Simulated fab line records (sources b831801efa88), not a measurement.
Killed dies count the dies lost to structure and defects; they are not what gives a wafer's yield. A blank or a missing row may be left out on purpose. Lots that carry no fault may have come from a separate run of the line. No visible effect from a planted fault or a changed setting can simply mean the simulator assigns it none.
Split-lot experiment    flow sky130    route with 708 steps; 5 lots, 23 wafers read

## THE SPLIT ITSELF
At SKY_NWELL_STRIP_14 (strips in O2/N2), the setting pressureMtorr was moved away from the recipe's 1500 mTorr on 20 of the 23 wafers read, by -8.4% to +14.9%. For the rest of the wafers, this setting stayed at what the recipe calls for.

The split's own step is where the reading is taken.

## THE READING
oesProductAu, in a.u., at SKY_NWELL_STRIP_14 (strips in O2/N2). On this fab line, fault-free wafers typically give 0.722 a.u. with a standard deviation of 0.0046 a.u.

wafer   tool, chamber at the split  pressureMtorr as run, mTorr  against the recipe  oesProductAu, a.u.  against lot-mates on the recipe
L077.1  plasmaAsher-02, 0           1374                         -8.4%               0.706               no lot-mate on the recipe
L077.2  plasmaAsher-02, 1           1374                         -8.4%               0.715               no lot-mate on the recipe
L077.3  plasmaAsher-02, 0           1374                         -8.4%               0.713               no lot-mate on the recipe
L077.5  plasmaAsher-02, 0           1374                         -8.4%               0.707               no lot-mate on the recipe
L077.6  plasmaAsher-02, 1           1374                         -8.4%               0.710               no lot-mate on the recipe
L079.1  plasmaAsher-04, 0           1723                         +14.9%              0.730               no lot-mate on the recipe
L079.2  plasmaAsher-04, 1           1723                         +14.9%              0.732               no lot-mate on the recipe
L079.3  plasmaAsher-04, 0           1723                         +14.9%              0.736               no lot-mate on the recipe
L079.4  plasmaAsher-04, 1           1723                         +14.9%              0.734               no lot-mate on the recipe
L079.6  plasmaAsher-04, 1           1723                         +14.9%              0.731               no lot-mate on the recipe
L080.1  plasmaAsher-01, 0           1629                         +8.6%               0.732               no lot-mate on the recipe
L080.2  plasmaAsher-01, 1           1629                         +8.6%               0.735               no lot-mate on the recipe
L080.4  plasmaAsher-01, 1           1629                         +8.6%               0.738               no lot-mate on the recipe
L080.5  plasmaAsher-01, 1           1629                         +8.6%               0.728               no lot-mate on the recipe
L080.6  plasmaAsher-01, 0           1629                         +8.6%               0.718               no lot-mate on the recipe
L084.1  plasmaAsher-04, 1           1428                         -4.8%               0.714               no lot-mate on the recipe
L084.3  plasmaAsher-04, 0           1428                         -4.8%               0.724               no lot-mate on the recipe
L084.4  plasmaAsher-04, 1           1428                         -4.8%               0.715               no lot-mate on the recipe
L084.5  plasmaAsher-04, 0           1428                         -4.8%               0.713               no lot-mate on the recipe
L084.6  plasmaAsher-04, 1           1428                         -4.8%               0.720               no lot-mate on the recipe
L085.3  plasmaAsher-01, 0           1500                         recipe              0.728               -
L085.4  plasmaAsher-01, 1           1500                         recipe              0.720               -
L085.5  plasmaAsher-01, 0           1500                         recipe              0.723               -

THE FIT
A straight line over all 23 wafers: oesProductAu changes by +0.000938 a.u. for each +1% of pressureMtorr; r = +0.87; the points scatter about the line by 0.0051 a.u.
Too few moved wafers have a lot-mate on the recipe to fit a line with each lot's own level taken away.
Tool readings at the split's step, against how far the setting was moved: oesProductAu r = +0.87; stripTimeToEndpointS r = -0.80.

## FILE'S OWN FIT
oesProductAu changes by +0.000934 a.u. for each +1% of pressureMtorr, r = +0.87.
